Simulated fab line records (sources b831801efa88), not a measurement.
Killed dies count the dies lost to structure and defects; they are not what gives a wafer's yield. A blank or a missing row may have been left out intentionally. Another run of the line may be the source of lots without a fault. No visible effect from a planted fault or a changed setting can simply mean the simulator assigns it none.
Comparing a struck lot with a sound one ; flow sky130 ; 16 out of 708 route steps
Sound: the wafers L165.2, L165.3, L165.4. Wafers L184.1, L184.2, L184.6 were the ones struck. The cause is named last.
Each step with rows lists, per side, the tool, then ch with its chambers, then its first start. Under that, the readings that differ: sound wafers ; struck wafers ; difference of the means ; sigmas: that difference in standard deviations of wafers without a fault.
alike: readings with means less than 2 such deviations apart, plus words and numbers identical on both sides. not compared: withheld readings, readings lacking a value on some wafer, bounds such as >300 that could conceal the same value, and numbers that have no deviation in the record and whose values overlap.
The two part at a step that has a row with sigmas, a row that says differs or no value, or rows on one side only. Non-overlapping numbers with no deviation appear without sigmas and do not part them. A reading that every wafer of one side lacks parts them only if that side has two wafers or more.

SKY_VT_ADJUST_HVTP_OVL_MEAS_08:
  struck on overlay-01, day 11 20:40; sound on overlay-01, day 6 20:29
reading;sound;struck;difference;sigmas
VT_ADJUST_HVTP_OVL (nm);-1.0 0.1 -1.0;-1.4 -2.7 -5.3;-2.5;-2
after that, 1 step had no rows for these wafers: SKY_VT_ADJUST_HVTP_IMPLANT_09.
SKY_VT_ADJUST_HVTP_STRIP_10: strips in O2/N2.
  sound on plasma-asher-04 ch 0,1, day 6 20:40; struck on plasma-asher-03 ch 0,1, day 11 20:53
reading;sound;struck;difference;sigmas
strip-time-to-endpoint-s (s);14.19 14.22 14.27;14.13 14.09 14.10;-0.12;-3
  alike: drypump-motor-current-A, oes-product-au
  not compared: rf-hours-counter-h
SKY_VT_ADJUST_HVTP_TW_MEAS_11:
  struck on film-metro-01, day 11 20:59; sound on film-metro-02, day 6 20:46
  alike: VT_ADJUST_HVTP_TW
then, 7 steps without rows for these wafers: SKY_VT_ADJUST_LVTN_DEHYDRATE_00 (time 60 s); SKY_VT_ADJUST_LVTN_HMDS_01 (prime time 60 s); SKY_VT_ADJUST_LVTN_COAT_02 (resist thk 3000 nm); SKY_VT_ADJUST_LVTN_SOFTBAKE_03; SKY_VT_ADJUST_LVTN_EXPOSE_04 (exposes mask NWM COMPLEMENT LESS NATIVE, target cd 840 nm); SKY_VT_ADJUST_LVTN_PEB_05; SKY_VT_ADJUST_LVTN_DEVELOP_06 (develop time 60 s).
SKY_VT_ADJUST_LVTN_OVL_MEAS_07:
  struck on overlay-01, day 12 20:44; sound on overlay-02, day 7 15:30
  alike: VT_ADJUST_LVTN_OVL
SKY_VT_ADJUST_LVTN_IMPLANT_08:
  sound on implanter-02 ch 0, day 7 15:33; struck on implanter-03 ch 0, day 12 20:47
reading;sound;struck;difference;sigmas
dose-ions-cm2;1.5692e+12 1.5684e+12 1.5672e+12;1.1043e+12 1.1049e+12 1.1031e+12;-4.6417e+11;-99 or more
faraday-current-uA;8.80 8.88 8.75;5.99 6.25 6.25;-2.65;-16
SKY_VT_ADJUST_LVTN_STRIP_09: strips in O2/N2.
  sound on plasma-asher-03 ch 0,1, day 7 15:41; struck on plasma-asher-03 ch 0,1, day 12 20:56
  alike: drypump-motor-current-A, oes-product-au, strip-time-to-endpoint-s
  not compared: rf-hours-counter-h
SKY_VT_ADJUST_LVTN_TW_MEAS_10:
  struck on film-metro-01, day 12 21:15; sound on film-metro-02, day 7 15:47
reading;sound;struck;difference;sigmas
VT_ADJUST_LVTN_TW;242.4 241.7 241.1;216.6 216.1 216.7;-25.3;-23
  not compared: hold
-- the record jumps here: 38 days lie between the struck wafers' starts before and after (it left off in module VT_ADJUST_LVTN and takes up again in module PAD_OPEN, whose first step shown is number 708 of the route) --
SKY_PAD_OPEN_PROBE_99:
  struck on prober-02, day 50 22:07; sound on prober-02, day 46 03:01
reading;sound;struck;difference;sigmas
model.etest.nfet_01v8_lvt.body-rise-v (V);0.1478 0.1441 0.1466;0.1412 0.1395 0.1406;-0.0057;
  alike: killed_at_M0_to_M3, killed_at_M4_up, killed-at-contacts, killed-at-front-end, killed-at-other, killed-dies, killed-on-rim, killed-open, killed-short
  not compared: model.etest.nfet_01v8_lvt.vt-sat-v

## WHERE THEY PART
Earliest at SKY_VT_ADJUST_HVTP_OVL_MEAS_08; latest, in this record, at SKY_VT_ADJUST_LVTN_TW_MEAS_10. Later steps at which nothing parts them and some readings are alike: SKY_PAD_OPEN_PROBE_99.

WHY: what the simulator had put in
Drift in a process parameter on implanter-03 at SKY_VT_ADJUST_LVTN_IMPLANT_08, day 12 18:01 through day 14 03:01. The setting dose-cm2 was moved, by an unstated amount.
